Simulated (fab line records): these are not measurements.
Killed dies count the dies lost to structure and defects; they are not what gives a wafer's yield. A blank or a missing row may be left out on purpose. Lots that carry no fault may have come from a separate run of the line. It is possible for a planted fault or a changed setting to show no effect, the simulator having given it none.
Which of the tools did it? / flow gf180mcu / 18 wafers from 6 lots sampled at 3 of the route's 602 steps

## WHAT THE GAUGES READ, wafer by wafer
GF_VT_IMPLANT_RS_MEAS_48: a four-point-probe measurement.
lot=L412; measured=day 7 20:01; on=filmMetro-03; LVPWELL_RS (ohm/sq)=1199.8 1199.3 1199.9
lot=L419; measured=day 9 20:43; on=filmMetro-03; LVPWELL_RS (ohm/sq)=1198.1 1196.0 1195.5
lot=L423; measured=day 10 22:01; on=filmMetro-03; LVPWELL_RS (ohm/sq)=1219.3 1219.0 1219.2
lot=L427; measured=day 12 01:16; on=filmMetro-01; LVPWELL_RS (ohm/sq)=1194.8 1195.9 1199.8
lot=L431; measured=day 13 03:52; on=filmMetro-01; LVPWELL_RS (ohm/sq)=1199.1 1197.4 1198.7
lot=L433; measured=day 13 22:22; on=filmMetro-03; LVPWELL_RS (ohm/sq)=1197.2 1199.3 1193.9

## WHAT TOOL EACH LOT RAN ON (gives the tool, then ch and the chambers of the sampled wafers, and finally the start)
lot=L412; GF_LVPWELL_IMPLANT_08=implanter-03 ch 0, day 4 02:49; GF_VT_IMPLANT_RTA_45=rtpAnneal-02 ch 0, day 7 19:41
lot=L419; GF_LVPWELL_IMPLANT_08=implanter-02 ch 0, day 5 17:49; GF_VT_IMPLANT_RTA_45=rtpAnneal-01 ch 0, day 9 20:22
lot=L423; GF_LVPWELL_IMPLANT_08=implanter-02 ch 0, day 6 15:28; GF_VT_IMPLANT_RTA_45=rtpAnneal-02 ch 0, day 10 21:40
lot=L427; GF_LVPWELL_IMPLANT_08=implanter-03 ch 0, day 7 15:18; GF_VT_IMPLANT_RTA_45=rtpAnneal-02 ch 0, day 12 00:55
lot=L431; GF_LVPWELL_IMPLANT_08=implanter-04 ch 0, day 8 12:04; GF_VT_IMPLANT_RTA_45=rtpAnneal-02 ch 0, day 13 03:31
lot=L433; GF_LVPWELL_IMPLANT_08=implanter-04 ch 0, day 9 03:54; GF_VT_IMPLANT_RTA_45=rtpAnneal-01 ch 0, day 13 22:01
- GF_LVPWELL_IMPLANT_08
- GF_VT_IMPLANT_RTA_45: time 30 s.

## THE ANSWER, worked out from the rows above alone
Rule: the lots themselves supply what counts as usual. Put in order of their means at a reading, lots are off if they are a third of the lots or fewer, leave a main group of 4 or more, and stand apart from it by a gap of 3 or more times the standard deviation of the main group's means; of several such gaps the widest counts. Not used: any main group whose means are identical at the precision the tables above print for the reading. Also off: a lot with no number at a reading for which 4 or more lots have one. The other lots that the step has rows for count as sound.
Off: L423, at GF_VT_IMPLANT_RS_MEAS_48 (LVPWELL_RS). Main group: mean 1197.6 ohm/sq, sd 1.2.
If a tool, at a process step before that reading, ran all the lots that are off and no sound lot after the first of them, it fits. Gauges at GF_VT_IMPLANT_RS_MEAS_48: tried the same way as those tools. One fits: GF_LVPWELL_IMPLANT_08 on implanter-02. Its last sound lot is L419 (day 5 17:49), its first lot that is off L423 (day 6 15:28): a fault that began between those two fits.

## WHAT THE SIMULATOR HAD PUT IN
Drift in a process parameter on implanter-02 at GF_LVPWELL_IMPLANT_08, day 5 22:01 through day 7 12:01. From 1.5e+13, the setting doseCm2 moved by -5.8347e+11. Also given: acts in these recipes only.
Shown lots that were struck: L423. This agrees with what the rule above found.
